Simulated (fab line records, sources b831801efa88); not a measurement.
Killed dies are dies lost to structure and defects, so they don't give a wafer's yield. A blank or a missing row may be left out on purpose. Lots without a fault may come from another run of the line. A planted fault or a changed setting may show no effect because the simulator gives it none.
fab line records | flow sky130
record lots=6 wafers=18 last_day=50
route steps=708 shown VT_ADJUST_LVTN@109 VT_ADJUST_NCORE@119 PAD_OPEN@708
lots that met no fault: from a run of the same line without faults
start_h: hours from the record's first day to the start of the lot's first wafer shown | wait_h: hours since the lot's step before | " the same as in the row above | L1.1+2: a row that stands for several wafers | - no value, or no start given | * or withheld: withheld | < > ~ a bound
route shown NAME@n: a module of which the file shows steps, and the number in the route of the first | usual: mean/standard deviation of fault-free wafers | same: alike in all rows | chamber/n: place in a boat | sites: the reading at each site | _std_site: their standard deviation | _edge_site: outer sites' mean less inner sites' | radius_mm: how far each site lies from the wafer's centre | mask NAME#n: copy n | behind: the tool/chamber that last shaped the wafer | hold: why the lot was held/for how many hours/how that ended | device: the transistor (n, p or np) that didn't switch | end of line: the same wafers' tests at the end of the route | a step without rows: its recipe alone | killed: dies lost to structure and defects at the first sort, not the wafer's yield | map: a wafer's dies, x killed, . not, _ none there
set.NAME: the setting as run; set.NAME@STEP: as run at that earlier step | model.NAME: the simulator's own value behind a step, which no gauge read
lots at some steps of the route; a table a step, a row a wafer
services: from which hour (start_h, from the record's first day; less than 0 if before it) a tool's chamber was out of use, for how many hours, and why
## steps
# step SKY_VT_ADJUST_LVTN_HMDS_12
# recipe prime_time_s=60 prime_temp_c=120
# step SKY_VT_ADJUST_LVTN_COAT_13
# recipe resist=NOVOLAK spin_rpm=3000 resist_thk_nm=1140
# step SKY_VT_ADJUST_LVTN_SOFTBAKE_14
# recipe temp_c=90 time_s=60 resist=NOVOLAK
# step SKY_VT_ADJUST_LVTN_EXPOSE_15
# recipe mask_id=HVN_STD_DERIVED na=0.6 source_shape=conventional sigma_outer=0.6 polarization=unpolarized target_cd_nm=600 dose_mj=163
# step SKY_VT_ADJUST_LVTN_PEB_16
# recipe temp_c=withheld time_s=* resist=NOVOLAK
# step SKY_VT_ADJUST_LVTN_DEVELOP_17
# recipe resist=NOVOLAK developer=TMAH develop_time_s=60 dev_temp_c=23
# step SKY_VT_ADJUST_LVTN_OVL_MEAS_18
# usual VT_ADJUST_LVTN_01_OVL=-0.6/1.4
# columns lot.wafer tool chamber start_h wait_h VT_ADJUST_LVTN_01_OVL[nm]
L611.3 overlay-02 - 182.75 0.1 -0.8
L611.5 " - " " -1.9
L611.6 " - " " -3.8
L618.1 overlay-02 - 227.81 0.1 -1.9
L618.3 " - " " -1.6
L618.4 " - " " -1.9
L623.3 overlay-01 - 260.37 0.1 -2.6
L623.5 " - " " -2.5
L623.6 " - " " -2.1
L625.2 overlay-01 - 276.45 0.1 -1.9
L625.3 " - " " -2.8
L625.5 " - " " -1.2
L627.1 overlay-02 - 290.89 0.1 0.0
L627.2 " - " " 1.6
L627.4 " - " " -1.2
L631.1 overlay-02 - 316.36 0.1 -3.0
L631.4 " - " " -4.5
L631.6 " - " " -2.7
# step SKY_VT_ADJUST_LVTN_IMPLANT_19
# recipe species=B energy_kev=30 dose_cm2=6.5e+11 tilt_deg=withheld
# step SKY_VT_ADJUST_LVTN_STRIP_20
# recipe chemistry=O2/N2 power_w=1400 pressure_mtorr=1500 platen_temp_c=withheld o2_flow_sccm=3000 n2_flow_sccm=300 overash_fraction=0.5
# usual drypump_motor_current_A=5.3/0.44 oes_product_au=0.716/0.0047 strip_time_to_endpoint_s=14.18/0.035
# columns lot.wafer tool chamber start_h wait_h drypump_motor_current_A oes_product_au rf_hours_counter_h strip_time_to_endpoint_s
L611.3 plasma_asher-03 0 182.96 0.1 5.5 0.723 - 14.25
L611.5 " 1 " " 5.3 0.720 - 14.24
L611.6 " 0 " " 5.5 0.721 - 14.28
L618.1 plasma_asher-02 1 228.00 0.1 6.1 0.711 55 14.18
L618.3 " 0 " " 5.0 0.714 - 14.27
L618.4 " 1 " " 6.1 0.717 - 14.24
L623.3 plasma_asher-01 1 260.58 0.1 4.8 0.717 - 14.18
L623.5 " 0 " " 5.2 0.715 - 14.14
L623.6 " 1 " " 4.8 0.718 - 14.19
L625.2 plasma_asher-03 0 276.63 0.1 5.5 0.723 59 14.19
L625.3 " 1 " " 5.3 0.720 - 14.17
L625.5 " 0 " " 5.5 0.713 - 14.19
L627.1 plasma_asher-03 0 291.07 0.1 5.5 0.708 61 14.22
L627.2 " 1 " " 5.3 0.710 61 14.16
L627.4 " 1 " " 5.4 0.712 - 14.21
L631.1 plasma_asher-02 1 316.54 0.1 6.1 0.717 65 14.18
L631.4 " 0 " " 5.0 0.711 - 14.14
L631.6 " 1 " " 6.1 0.721 - 14.15
# step SKY_VT_ADJUST_LVTN_TW_MEAS_21
# usual VT_ADJUST_LVTN_2_TW=188.0/1.3
# columns lot.wafer tool chamber start_h wait_h VT_ADJUST_LVTN_2_TW
L611.3 film_metro-01 - 183.04 0.1 188.6
L611.5 " - " " 189.5
L611.6 " - " " 188.7
L618.1 film_metro-01 - 228.10 0.1 188.0
L618.3 " - " " 188.6
L618.4 " - " " 188.4
L623.3 film_metro-04 - 260.67 0.1 187.7
L623.5 " - " " 187.5
L623.6 " - " " 187.4
L625.2 film_metro-01 - 276.74 0.1 189.2
L625.3 " - " " 188.7
L625.5 " - " " 188.3
L627.1 film_metro-01 - 291.17 0.1 189.5
L627.2 " - " " 188.7
L627.4 " - " " 189.2
L631.1 film_metro-04 - 316.64 0.1 188.4
L631.4 " - " " 187.7
L631.6 " - " " 188.2
# step SKY_VT_ADJUST_NCORE_DEHYDRATE_00
# recipe temp_c=200 time_s=62.13
# usual heater_power_total_W=160.51/0.12 plate_sensor_t_centre_C=201.07/0.01 plate_sensor_t_edge_C=201.55/0.0094
# columns lot.wafer tool chamber start_h wait_h heater_power_total_W plate_sensor_t_centre_C plate_sensor_t_edge_C
L611.3 litho_track-02 0 193.06 10.0 160.46 201.06 201.55
L611.5 " 0 " " 160.55 201.05 201.57
L611.6 " 0 " " 160.54 201.08 201.54
L618.1 litho_track-03 0 238.39 10.3 160.56 201.07 201.56
L618.3 " 0 " " 160.35 201.07 201.56
L618.4 " 0 " " 160.77 201.06 201.56
L623.3 litho_track-03 0 272.04 11.4 160.77 201.06 201.56
L623.5 " 0 " " 160.36 201.06 201.55
L623.6 " 0 " " 160.49 201.06 201.56
L625.2 litho_track-02 0 288.18 11.4 160.52 201.06 201.55
L625.3 " 0 " " 160.49 201.08 201.53
L625.5 " 0 " " 160.68 201.07 201.55
L627.1 litho_track-02 0 303.56 12.4 160.34 201.05 201.56
L627.2 " 0 " " 160.52 201.07 201.56
L627.4 " 0 " " 160.52 201.08 201.55
L631.1 litho_track-03 0 328.69 12.0 160.59 201.08 201.56
L631.4 " 0 " " 160.70 201.06 201.54
L631.6 " 0 " " 160.42 201.05 201.55
# step SKY_VT_ADJUST_NCORE_HMDS_01
# recipe prime_time_s=60 prime_temp_c=120
# step SKY_VT_ADJUST_NCORE_COAT_02
# recipe resist=NOVOLAK spin_rpm=3000 resist_thk_nm=1140
# columns lot.wafer tool chamber start_h wait_h model.NOVOLAK_of_VT_ADJUST_NCORE_COAT_02.thk_nm
L611.3 litho_track-02 0 193.36 0.1 1137
L611.5+6 " 0 " " 1142
L618.1 litho_track-03 0 238.69 0.1 1147
L618.3+4 " 0 " " 1145
L623.3+5 litho_track-03 0 272.34 0.1 1144
L623.6 " 0 " " 1145
L625.2 litho_track-02 0 288.48 0.1 1342
L625.3 " 0 " " 1337
L625.5 " 0 " " 1339
L627.1 litho_track-02 0 303.86 0.1 1330
L627.2 " 0 " " 1331
L627.4 " 0 " " 1332
L631.1+4 litho_track-03 0 328.99 0.1 1139
L631.6 " 0 " " 1141
# step SKY_VT_ADJUST_NCORE_SOFTBAKE_03
# recipe temp_c=90 time_s=60 resist=NOVOLAK
# step SKY_VT_ADJUST_NCORE_EXPOSE_04
# recipe mask_id=LVTN_COMPLEMENT_THIN na=0.6 source_shape=conventional sigma_outer=0.6 polarization=unpolarized target_cd_nm=380 dose_mj=139
# step SKY_VT_ADJUST_NCORE_PEB_05
# recipe temp_c=withheld time_s=* resist=NOVOLAK
# step SKY_VT_ADJUST_NCORE_DEVELOP_06
# recipe resist=NOVOLAK developer=TMAH develop_time_s=60 dev_temp_c=23
# columns lot.wafer tool chamber start_h wait_h model.NOVOLAK_of_VT_ADJUST_NCORE_COAT_02.thk_nm
L611.3 litho_track-03 0 204.04 0.1 1137
L611.5 " 0 " " 1141
L611.6 " 0 " " 1142
L618.1 litho_track-01 0 250.73 0.1 1146
L618.3 " 0 " " 1145
L618.4 " 0 " " 1144
L623.3 litho_track-01 0 284.58 0.1 1144
L623.5 " 0 " " 1143
L623.6 " 0 " " 1145
L625.2 litho_track-02 0 300.98 0.1 1342
L625.3 " 0 " " 1336
L625.5 " 0 " " 1339
L627.1 litho_track-03 0 316.79 0.1 1329
L627.2 " 0 " " 1331
L627.4 " 0 " " 1332
L631.1 litho_track-01 0 342.58 0.1 1138
L631.4 " 0 " " 1139
L631.6 " 0 " " 1141
# step SKY_VT_ADJUST_NCORE_CD_MEAS_07
# recipe target_cd_nm=380
# usual cd_nm=380.1/2.4
# columns lot.wafer tool chamber start_h wait_h hold cd_nm
L611.3 cd_sem-01 - 204.18 0.1 - 379.3
L611.5 " - " " - 377.3
L611.6 " - " " - 375.7
L618.1 cd_sem-02 - 250.88 0.1 - 381.1
L618.3 " - " " - 380.4
L618.4 " - " " - 380.4
L623.3 cd_sem-02 - 284.72 0.1 - 379.6
L623.5 " - " " - 381.3
L623.6 " - " " - 381.8
L625.2 cd_sem-01 - 301.13 0.1 await_dispo/0.2h/release 366.6
L625.3 " - " " await_dispo/0.2h/release 369.3
L625.5 " - " " await_dispo/0.2h/release 368.7
L625.2 cd_sem-01 - 301.42 0.3 - 366.8
L625.3 " - " " - 368.8
L625.5 " - " " - 368.6
L627.1 cd_sem-02 - 316.94 0.1 await_dispo/0.2h/release 362.6
L627.2 " - " " await_dispo/0.2h/release 361.2
L627.4 " - " " await_dispo/0.2h/release 361.2
L627.1 cd_sem-02 - 317.23 0.3 - 362.4
L627.2 " - " " - 361.4
L627.4 " - " " - 361.3
L631.1 cd_sem-01 - 342.73 0.1 - 382.5
L631.4 " - " " - 380.2
L631.6 " - " " - 376.6
# step SKY_VT_ADJUST_NCORE_OVL_MEAS_08
# usual VT_ADJUST_NCORE_OVL=-0.4/1.4
# columns lot.wafer tool chamber start_h wait_h hold VT_ADJUST_NCORE_OVL[nm]
L611.3 overlay-01 - 204.27 0.1 - 2.8
L611.5 " - " " - 0.9
L611.6 " - " " - 1.6
L618.1 overlay-01 - 251.00 0.1 - 0.7
L618.3 " - " " - 0.0
L618.4 " - " " - 1.5
L623.3 overlay-02 - 284.81 0.1 - -3.0
L623.5 " - " " - -2.0
L623.6 " - " " - -3.0
L625.2 overlay-02 - 311.22 9.8 await_dispo/9.7h/release -0.8
L625.3 " - " " await_dispo/9.7h/release 0.0
L625.5 " - " " await_dispo/9.7h/release 0.1
L627.1 overlay-02 - 320.30 3.1 await_dispo/3.0h/release -0.3
L627.2 " - " " await_dispo/3.0h/release -0.3
L627.4 " - " " await_dispo/3.0h/release -1.5
L631.1 overlay-02 - 342.85 0.1 - 0.2
L631.4 " - " " - 2.3
L631.6 " - " " - -2.4
# step SKY_VT_ADJUST_NCORE_IMPLANT_09
# recipe species=B energy_kev=10 dose_cm2=2.4e+12 tilt_deg=withheld
# step SKY_VT_ADJUST_NCORE_STRIP_10
# recipe chemistry=O2/N2 power_w=1400 pressure_mtorr=1500 platen_temp_c=withheld o2_flow_sccm=3000 n2_flow_sccm=300 overash_fraction=0.5
# usual drypump_motor_current_A=5.7/0.62 oes_product_au=0.716/0.0047 strip_time_to_endpoint_s=14.18/0.045
# columns lot.wafer tool chamber start_h wait_h drypump_motor_current_A oes_product_au rf_hours_counter_h strip_time_to_endpoint_s
L611.3 plasma_asher-01 1 204.48 0.1 4.8 0.719 - 14.16
L611.5 " 0 " " 5.2 0.715 - 14.21
L611.6 " 1 " " 4.8 0.716 - 14.20
L618.1 plasma_asher-04 1 251.18 0.1 5.8 0.713 12 14.25
L618.3 " 0 " " 6.6 0.717 - 14.26
L618.4 " 1 " " 5.8 0.710 - 14.23
L623.3 plasma_asher-03 0 285.01 0.1 5.5 0.712 - 14.23
L623.5 " 1 " " 5.3 0.715 - 14.22
L623.6 " 0 " " 5.5 0.712 - 14.24
L625.2 plasma_asher-01 0 311.49 0.2 5.2 0.715 49 16.48
L625.3 " 1 " " 4.8 0.718 - 16.39
L625.5 " 1 " " 4.8 0.716 - 16.42
L627.1 plasma_asher-01 0 320.49 0.1 5.2 0.715 50 16.32
L627.2 " 1 " " 4.8 0.715 50 16.34
L627.4 " 0 " " 5.2 0.726 - 16.36
L631.1 plasma_asher-04 1 343.03 0.1 5.8 0.715 20 14.16
L631.4 " 1 " " 5.8 0.715 - 14.16
L631.6 " 1 " " 5.8 0.711 - 14.18
# step SKY_VT_ADJUST_NCORE_TW_MEAS_11
# usual VT_ADJUST_NCORE_TW=217.7/1.6
# columns lot.wafer tool chamber start_h wait_h VT_ADJUST_NCORE_TW
L611.3 film_metro-03 - 204.57 0.1 217.2
L611.5 " - " " 217.4
L611.6 " - " " 217.4
L618.1 film_metro-01 - 251.28 0.1 221.1
L618.3 " - " " 219.4
L618.4 " - " " 220.7
L623.3 film_metro-03 - 285.10 0.1 217.9
L623.5 " - " " 217.1
L623.6 " - " " 218.0
L625.2 film_metro-01 - 311.60 0.1 219.1
L625.3 " - " " 219.4
L625.5 " - " " 220.8
L627.1 film_metro-01 - 320.59 0.1 220.2
L627.2 " - " " 220.6
L627.4 " - " " 220.5
L631.1 film_metro-03 - 343.13 0.1 217.1
L631.4 " - " " 217.8
L631.6 " - " " 217.9
# step SKY_PAD_OPEN_PROBE_99
# usual killed_at_M0_to_M3=42/5.8 killed_at_M4_up=3.0/2 killed_at_contacts=24/5.5 killed_at_front_end=15/3.9 killed_at_other=0.3/0.54 killed_dies=85/8.8 killed_open=47/6.8 killed_short=38/5.9
# same gross_dies=492 killed_at_back_side=0
# columns lot.wafer tool chamber start_h wait_h killed_at_M0_to_M3 killed_at_M4_up killed_at_contacts killed_at_front_end killed_at_other killed_dies killed_open killed_short
L611.3 prober-02 - 1097.44 0.2 43 2 19 20 0 84 47 37
L611.5 prober-02 - 1097.54 0.2 42 3 29 14 0 88 55 33
L611.6 prober-02 - 1097.59 0.2 33 1 23 10 0 67 37 30
L618.1 prober-01 - 1139.93 0.1 40 5 24 16 0 85 39 46
L618.3 prober-01 - 1140.03 0.2 34 3 20 13 1 71 39 32
L618.4 prober-01 - 1140.08 0.2 46 2 18 18 1 85 47 38
L623.3 prober-02 - 1165.07 0.2 44 6 15 11 0 76 42 34
L623.5 prober-02 - 1165.17 0.2 37 3 33 14 1 88 46 42
L623.6 prober-02 - 1165.22 0.2 44 3 20 16 0 83 42 41
L625.2 prober-01 - 1185.12 0.1 43 1 21 19 1 85 46 39
L625.3 prober-01 - 1185.17 0.2 57 7 15 19 0 98 53 45
L625.5 prober-01 - 1185.27 0.2 40 1 19 19 1 80 44 35
L627.1 prober-02 - 1191.46 0.1 43 4 24 13 1 85 43 42
L627.2 prober-02 - 1191.51 0.1 46 3 23 20 0 92 48 44
L627.4 prober-02 - 1191.61 0.2 39 3 19 17 1 79 49 30
L631.1 prober-01 - 1201.43 0.1 37 3 16 17 0 73 35 33
L631.4 prober-01 - 1201.58 0.2 33 4 27 11 0 75 33 40
L631.6 prober-01 - 1201.68 0.2 33 6 23 20 0 82 49 32
# killed by level:class
L611.3 VIA1:geometric_particle:open=10 POLY_GATE:geometric_particle:open=6 CONTACT:geometric_particle:open=6 VIA2:geometric_particle:open=6 CONTACT:geometric_particle:short=5 VIA3:geometric_particle:open=5 POLY_GATE:geometric_particle:short=4 LI_CONTACT:geometric_particle:open=4
L611.5 LI_CONTACT:geometric_particle:open=12 VIA1:geometric_particle:open=11 CONTACT:geometric_particle:open=8 VIA2:geometric_particle:open=8 POLY_GATE:geometric_particle:open=5 METAL2:geometric_particle:short=5 LI_CONTACT:geometric_particle:short=4 VIA2:geometric_particle:short=4
L611.6 CONTACT:geometric_particle:open=8 LI_CONTACT:geometric_particle:open=6 VIA1:geometric_particle:open=5 METAL2:geometric_particle:short=5 VIA2:geometric_particle:open=5 FIELD_ISO:geometric_particle:short=4 LI_CONTACT:geometric_particle:short=4 VIA3:geometric_particle:short=4
L618.1 CONTACT:geometric_particle:open=8 VIA1:geometric_particle:open=8 VIA1:geometric_particle:short=7 FIELD_ISO:geometric_particle:short=5 LOCAL_INTERCONNECT:geometric_particle:short=5 VIA2:geometric_particle:short=5 VIA3:geometric_particle:open=5 FIELD_ISO:geometric_particle:open=4
L618.3 CONTACT:geometric_particle:open=9 VIA2:geometric_particle:open=8 VIA1:geometric_particle:open=8 METAL2:geometric_particle:short=5 POLY_GATE:geometric_particle:short=4 FIELD_ISO:geometric_particle:short=3 FIELD_ISO:geometric_particle:open=3 LI_CONTACT:geometric_particle:open=3
L618.4 VIA1:geometric_particle:open=12 CONTACT:geometric_particle:open=8 FIELD_ISO:geometric_particle:short=6 VIA1:geometric_particle:short=6 VIA2:geometric_particle:open=5 VIA3:geometric_particle:open=5 POLY_GATE:geometric_particle:open=4 CONTACT:geometric_particle:short=4
L623.3 VIA1:geometric_particle:open=13 METAL2:geometric_particle:short=8 VIA3:geometric_particle:open=7 LI_CONTACT:geometric_particle:open=6 CONTACT:geometric_particle:open=5 METAL3:geometric_particle:short=5 METAL1:geometric_particle:short=3 SPACER:geometric_particle:short=3
L623.5 CONTACT:geometric_particle:open=11 VIA1:geometric_particle:open=11 LI_CONTACT:geometric_particle:open=8 LI_CONTACT:geometric_particle:short=6 VIA1:geometric_particle:short=6 LOCAL_INTERCONNECT:geometric_particle:short=5 METAL2:geometric_particle:short=4 FIELD_ISO:geometric_particle:short=3
L623.6 CONTACT:geometric_particle:open=12 METAL2:geometric_particle:short=8 VIA3:geometric_particle:open=7 VIA2:geometric_particle:open=6 FIELD_ISO:geometric_particle:open=5 VIA1:geometric_particle:open=5 VIA3:geometric_particle:short=5 METAL1:geometric_particle:short=5
L625.2 VIA2:geometric_particle:open=10 CONTACT:geometric_particle:open=8 VIA1:geometric_particle:short=6 VIA1:geometric_particle:open=6 METAL2:geometric_particle:short=6 VIA3:geometric_particle:open=6 POLY_GATE:geometric_particle:short=5 LI_CONTACT:geometric_particle:open=5
L625.3 VIA1:geometric_particle:open=17 METAL2:geometric_particle:short=8 METAL4:geometric_particle:short=7 CONTACT:geometric_particle:open=7 METAL1:geometric_particle:short=6 FIELD_ISO:geometric_particle:open=5 VIA3:geometric_particle:open=5 POLY_GATE:geometric_particle:short=4
L625.5 VIA1:geometric_particle:open=8 CONTACT:geometric_particle:open=7 VIA3:geometric_particle:open=7 FIELD_ISO:geometric_particle:open=6 LI_CONTACT:geometric_particle:open=6 METAL3:geometric_particle:short=5 VIA1:geometric_particle:short=4 METAL2:geometric_particle:short=4
L627.1 VIA2:geometric_particle:open=9 LI_CONTACT:geometric_particle:open=8 VIA1:geometric_particle:open=8 VIA3:geometric_particle:open=7 LOCAL_INTERCONNECT:geometric_particle:short=6 METAL1:geometric_particle:short=6 FIELD_ISO:geometric_particle:short=5 FIELD_ISO:geometric_particle:open=5
L627.2 CONTACT:geometric_particle:open=9 VIA1:geometric_particle:open=8 METAL1:geometric_particle:short=7 VIA2:geometric_particle:open=7 CONTACT:geometric_particle:short=6 VIA3:geometric_particle:open=6 VIA1:geometric_particle:short=5 FIELD_ISO:geometric_particle:open=4
L627.4 CONTACT:geometric_particle:open=8 VIA2:geometric_particle:open=8 VIA1:geometric_particle:open=8 VIA3:geometric_particle:open=8 VIA2:geometric_particle:short=6 FIELD_ISO:geometric_particle:open=5 FIELD_ISO:geometric_particle:short=4 POLY_GATE:geometric_particle:open=4
L631.1 VIA1:geometric_particle:open=12 VIA1:geometric_particle:short=8 FIELD_ISO:geometric_particle:open=5 NWELL:coat_microbubble_printed=5 METAL2:geometric_particle:short=5 FIELD_ISO:geometric_particle:short=4 LI_CONTACT:geometric_particle:open=4 CONTACT:geometric_particle:short=4
L631.4 CONTACT:geometric_particle:open=7 LI_CONTACT:geometric_particle:open=6 VIA1:geometric_particle:open=6 LI_CONTACT:geometric_particle:short=5 CONTACT:geometric_particle:short=5 METAL1:geometric_particle:short=5 METAL2:geometric_particle:short=5 METAL4:geometric_particle:short=4
L631.6 LI_CONTACT:geometric_particle:open=10 VIA1:geometric_particle:open=10 CONTACT:geometric_particle:open=8 FIELD_ISO:geometric_particle:open=7 METAL2:geometric_particle:short=7 METAL4:geometric_particle:short=5 FIELD_ISO:geometric_particle:short=4 VIA2:geometric_particle:open=4
## services
# columns tool chamber start_h hours kind
litho_track-01 - 224.13 - consumable_replace:filter
plasma_asher-04 - 264.38 10.5 repair
litho_track-02 - 290.58 - consumable_replace:filter
plasma_asher-04 - 330.09 4.3 pm
## key
first_sign step=SKY_VT_ADJUST_NCORE_CD_MEAS_07 reading=visit direction=added
effect step=SKY_VT_ADJUST_NCORE_CD_MEAS_07 reading=cd_nm direction=down sigmas=6.2 usual=380.1 struck=364.9
effect step=SKY_VT_ADJUST_NCORE_STRIP_10 reading=strip_time_to_endpoint_s direction=up sigmas=49 usual=* struck=*
model_effect step=SKY_VT_ADJUST_NCORE_COAT_02 value=NOVOLAK_of_VT_ADJUST_NCORE_COAT_02.thk_nm without=1137 struck=1335
model_effect step=SKY_VT_ADJUST_NCORE_DEVELOP_06 value=NOVOLAK_of_VT_ADJUST_NCORE_COAT_02.thk_nm without=1137 struck=1335
met_at SKY_VT_ADJUST_NCORE_COAT_02
struck_wafers L625.2,L625.3,L625.5,L627.1,L627.2,L627.4
tester_left_out L625,L627
onset_between 193.36 288.48
also_fits SKY_VT_ADJUST_LVTN_STRIP_20:plasma_asher-03,SKY_VT_ADJUST_NCORE_DEHYDRATE_00:litho_track-02
fault kind=process_parameter_drift tool=litho_track-02 chamber=- onset_h=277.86 steps=SKY_VT_ADJUST_NCORE_COAT_02 channel=resist_thk_nm offset=198.21 shape=step end_h=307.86 acts_in=these_recipes_only stated=1140
# tester_left_out: of these lots the tester's yield and bins aren't shown, on N5 and GAA mostly nor the transistor test; their killed dies are dies lost to structure and defects alone, not to doping, threshold or leakage, so they don't give the yield
